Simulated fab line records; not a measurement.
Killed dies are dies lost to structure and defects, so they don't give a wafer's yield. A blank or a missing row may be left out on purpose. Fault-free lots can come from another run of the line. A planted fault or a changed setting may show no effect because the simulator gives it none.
8D (eight disciplines) problem report, filled in by code | flow gf180mcu | the parts of the form that need people (team, actions taken, sign-off) are left out

== 1. WHAT WENT WRONG ==
Wafers free of any fault read 301 nm (standard deviation 3.6) for CONTACT_CVD_00_THK at GF_CONTACT_THK_MEAS_01, against a mean of 147 nm on 3 wafers of 2 lots. Relative to the usual mean, that is a shift of -43 standard deviations.
Earliest sighting: wafer L434.3 on film_metro-02 at day 20 05:12. The record holds 36 wafers of 12 lots with a number at this step. Rule for "out", or "out of limits": more than 4 standard deviations from the usual mean. The rest of the wafers with a number are treated as sound.

== 2. WHAT IT IS, WHAT IT ISN'T ==
question                    | is                           | is not
which readings at this step | CONTACT_CVD_00_THK           | -
which lots                  | L434, L435                   | L420, L421, L422, L426, L436, L437, L439, L440, L442, L443
which wafers of those lots  | L434.3, L435.3, L435.5       | L434.1, L434.6, L435.1
read on which gauges        | film_metro-02, film_metro-03 | film_metro-01
when                        | from day 20 05:12            | up to then (14 sound wafers); but 19 sound wafers of L435, L436, L437, L439, L440, L442, L443 came after

== 3. SUSPECTS, AND WHAT RULES EACH OUT ==
Counting: any tool at a process step up to the reading remains a suspect provided it ran every lot that is out. Sound lots after the first of them don't rule it out here, since some wafers of a struck lot are sound.
- the gauge at GF_CONTACT_THK_MEAS_01 has been ruled out. 2 gauges (film_metro-02, film_metro-03) read the wafers that are out.
- hdpcvd-01 at GF_CONTACT_CVD_00 (deposits SiO2, target thk 300 nm, time 50 s): kept. It ran every lot that is out, first L434 (day 20 05:09); its last sound lot up to then is L426 (day 17 11:43). On those wafers its own readings are out: sih4_flow_sccm.
- At GF_CONTACT_CVD_00, inside hdpcvd-01: chamber 0 took the wafers that are out, while their sound lot-mates went through chambers 1, 2.
Remaining after the count: hdpcvd-01 at GF_CONTACT_CVD_00.

== 4. THE CAUSE (what the simulator had put in) ==
hdpcvd-01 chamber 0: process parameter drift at GF_CONTACT_CVD_00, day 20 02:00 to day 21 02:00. Setting sih4_flow_sccm shifted by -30 from 60. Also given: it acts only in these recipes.
The count eliminated every tool but this one.

== 5. THE EFFECT CHAIN, in route order ==
Each row: a reading where the mean over the struck wafers with a number is more than 3 standard deviations away from the usual. Only readings whose record carries a usual standard deviation are examined. hours: median over the lots of the time between each lot's start at the first step of this table that gives one and its start at this step. sigmas: the change, counted in usual standard deviations.
hours | step                   | reading            | usual      | on struck wafers | change | sigmas
0     | GF_CONTACT_CVD_00      | sih4_flow_sccm     | 60.01 sccm | 30.03            | -29.98 | -99 or more
0     | GF_CONTACT_THK_MEAS_01 | CONTACT_CVD_00_THK | 301 nm     | 147              | -154   | -43
-     | GF_CONTACT_ETCH_17     | oes_product_au     | 0.815 a.u. | 0.740            | -0.075 | -16
Its process steps:
- GF_CONTACT_CVD_00: deposits SiO2, target thk 300 nm, time 50 s.
- GF_CONTACT_ETCH_17: etches SiO2 in C4F8/O2/Ar, stops on CoSi2, target depth 860 nm.
At these later measuring or inspecting steps, every struck wafer for which the step has a row has a number for every such reading, and none has moved that far: GF_CONTACT_THK_MEAS_03.

== 6. WHAT WOULD HAVE CAUGHT IT SOONER ==
Counted from the fault's start at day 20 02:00, it took 3 hours until the first out-of-limits reading at a measuring or inspecting step in this record, taken at day 20 05:12.
Tool's own readings at GF_CONTACT_CVD_00, sih4_flow_sccm: out on all struck wafers the step has rows for; an alarm limit on them would have tripped on the first.
Among the 2 lots that are out, L435 began GF_CONTACT_CVD_00 on hdpcvd-01 after day 20 05:12. Had the tool been put on hold then, it would have been spared.
